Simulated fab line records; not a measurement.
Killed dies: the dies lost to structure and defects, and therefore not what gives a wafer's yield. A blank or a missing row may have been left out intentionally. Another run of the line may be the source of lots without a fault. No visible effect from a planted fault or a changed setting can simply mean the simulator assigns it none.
The same fault as seen by 2 desks | flow sky130 | what lay behind the numbers comes last; until then each desk has only its own

METROLOGY DESK
What the gauges read for every lot (on any tool): the sampled wafers with a number, averaged. A lot is out of limits, marked OUT, if its mean lies more than 4 standard deviations from the usual mean; the brackets give that distance.
Columns: A = cdNm at SKY_SONOS_TUNNEL_CD_MEAS_07, usual 409.3 nm; B = GATE_OXIDE_OXIDATION_00_THK at SKY_GATE_OXIDE_THK_MEAS_02, usual 10.27 nm; C = LDD_HVN_TW at SKY_LDD_HVN_TW_MEAS_10, usual 1437; D = cdNm at SKY_POLY_CUT_CD_MEAS_08, usual 269.9 nm
lot  | first seen here | A     | B     | C               | D
L256 | day 11 10:10    | 412.0 | 10.31 | 1435            | 269.5
L257 | day 11 20:16    | 410.6 | 10.04 | 1434            | 268.4
L258 | day 12 03:19    | 412.0 | 10.12 | 1439            | 269.3
L259 | day 12 12:52    | 412.1 | 10.30 | 1448            | 269.5
L260 | day 12 21:43    | 407.8 | 10.13 | 1429            | 269.3
L261 | day 13 09:47    | 409.8 | 10.14 | 1428            | 270.1
L262 | day 13 11:37    | 407.0 | 10.08 | 1427            | 272.7
L263 | day 13 22:50    | 409.9 | 10.28 | 1427            | 269.0
L264 | day 14 04:29    | 411.1 | 10.21 | 1437            | 270.3
L273 | day 17 03:59    | 407.4 | 10.43 | 1466 (+4.1) OUT | 268.4
L274 | day 17 11:49    | 407.1 | 10.31 | 1463            | 272.4
L277 | day 18 09:19    | 408.9 | 10.00 | 1440            | 267.5
L279 | day 19 03:22    | 408.7 | 10.28 | 1436            | 270.1
This desk finds L273 out of limits, with the earliest case on L273 at day 26 17:40 (LDD_HVN_TW at SKY_LDD_HVN_TW_MEAS_10). L256, L257, L258, L259, L260, L261, L262, L263, L264, L274, L277, L279 stayed within limits.

FOR THE TOOL OWNER'S DESK: implanter-04
The tool's own readings at SKY_LDD_HVN_IMPLANT_08, given as means over the sampled wafers that have a number, one for each lot that went through this tool. A lot is out of limits, marked OUT, if its mean lies more than 4 standard deviations from the usual mean; the brackets give that distance.
Columns: A = beamEnergyKeV at SKY_LDD_HVN_IMPLANT_08, usual 60.001; B = tiltDeg at SKY_LDD_HVN_IMPLANT_08, usual 39.998 degrees
lot  | first seen here | A                        | B
L258 | day 21 11:13    | 60.011                   | 39.996
L273 | day 26 17:25    | 64.269 (+99 or more) OUT | 40.012
L274 | day 26 23:24    | 64.264 (+99 or more) OUT | 40.007
This desk's finding: out of limits on L273, L274; first on L273, day 26 17:25 (beamEnergyKeV at SKY_LDD_HVN_IMPLANT_08). L258 stayed within limits.

PUT TOGETHER
On L273, L274, at day 26 17:25, an alarm was possible from the tool owner's desk.
An alarm was possible from the metrology desk at day 26 17:40, on L273.
The metrology desk holds a record of L274, inside its limits.
On implanter-04, each named lot ran SKY_LDD_HVN_IMPLANT_08.

WHAT WAS PUT IN BY THE SIMULATOR
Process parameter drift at SKY_LDD_HVN_IMPLANT_08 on implanter-04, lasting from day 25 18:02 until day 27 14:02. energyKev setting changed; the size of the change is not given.
Struck lots among those shown: L273, L274.
Fault start to first reading out of limits, in hours, per desk: tool owner, 23; metrology, 24.
